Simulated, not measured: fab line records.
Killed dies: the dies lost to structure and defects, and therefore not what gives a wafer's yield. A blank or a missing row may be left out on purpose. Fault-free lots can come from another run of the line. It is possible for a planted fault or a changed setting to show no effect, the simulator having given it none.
A struck lot beside a sound one | flow sky130 | 15 steps out of a route of 708
Sound: wafers L629.1, L629.3, L629.5. Wafers struck: L633.1, L633.2, L633.5. Last of all comes the cause.
For every step that has rows: the tool of each side, followed by ch and its chambers, followed by its first start. Under that, the readings that differ: sound wafers | struck wafers | difference of the means | sigmas: that difference in standard deviations of wafers without a fault.
alike: words and numbers the same on both sides, and readings whose means are apart by under 2 such deviations; not compared: readings that were withheld, readings missing a value for some wafer, numbers with overlapping values and no deviation given by the record, and bounds like >300 which may hide the same value.
Wherever a step has rows on one side only, a row that says differs or no value, or a row with sigmas, the two part there. Non-overlapping numbers with no deviation appear without sigmas and do not part them. A reading missing from all wafers of one side parts the sides only when that side holds two or more wafers.

first, 1 step without rows for these wafers: SKY_LDD_N_IMPLANT_15.
SKY_LDD_N_STRIP_16: strips in O2/N2.
  sound on plasma asher-03 ch 0, day 18 23:10; struck on plasma asher-01 ch 0,1, day 20 15:26
  alike: drypump motor current A, oes product au, strip time to endpoint s
  not compared: rf hours counter h
SKY_LDD_N_TW_MEAS_17:
  sound on film metro-02, day 18 23:16; struck on film metro-01, day 20 15:32
  alike: LDD_N_TW
then, 7 steps without rows for these wafers: SKY_LDD_P_DEHYDRATE_00 (time 60 s); SKY_LDD_P_HMDS_01 (prime time 60 s); SKY_LDD_P_COAT_02 (resist thk 1140 nm); SKY_LDD_P_SOFTBAKE_03 (time 60 s); SKY_LDD_P_EXPOSE_04 (exposes mask PSDM, target cd 380 nm); SKY_LDD_P_PEB_05; SKY_LDD_P_DEVELOP_06 (develop time 60 s).
SKY_LDD_P_CD_MEAS_07: the cd target is 380 nm.
  sound on cd sem-02, day 20 06:08; struck on cd sem-01, day 21 22:14
  alike: cd nm
SKY_LDD_P_OVL_MEAS_08:
  sound on overlay-01, day 20 06:15; struck on overlay-02, day 21 22:21
  reading        | sound       | struck         | difference | sigmas
  LDD_P_OVL (nm) | 4.0 3.2 4.1 | -1.0 -1.4 -0.6 | -4.8       | -3
SKY_LDD_P_IMPLANT_09:
  struck on implanter-03, day 21 22:23; sound on implanter-03 ch 0, day 20 06:17
  no value came back on the struck wafers for beam energy keV, beam on s (s); on the sound wafers beam energy keV reads 25.009 25.009 25.005
SKY_LDD_P_STRIP_10: strips in O2/N2.
  sound on plasma asher-01 ch 0,1, day 20 06:26; struck on plasma asher-01 ch 0,1, day 21 22:32
  alike: drypump motor current A, oes product au, strip time to endpoint s
  not compared: rf hours counter h
SKY_LDD_P_TW_MEAS_11:
  sound on film metro-04, day 20 06:32; struck on film metro-04, day 21 22:38
  reading  | sound       | struck   | difference | sigmas
  LDD_P_TW | 639 637 641 | 30 31 30 | -609       | -95

WHERE THEY PART
At SKY_LDD_P_OVL_MEAS_08 first; at SKY_LDD_P_TW_MEAS_11 last (within this record only).

WHY: what had been put in by the simulator
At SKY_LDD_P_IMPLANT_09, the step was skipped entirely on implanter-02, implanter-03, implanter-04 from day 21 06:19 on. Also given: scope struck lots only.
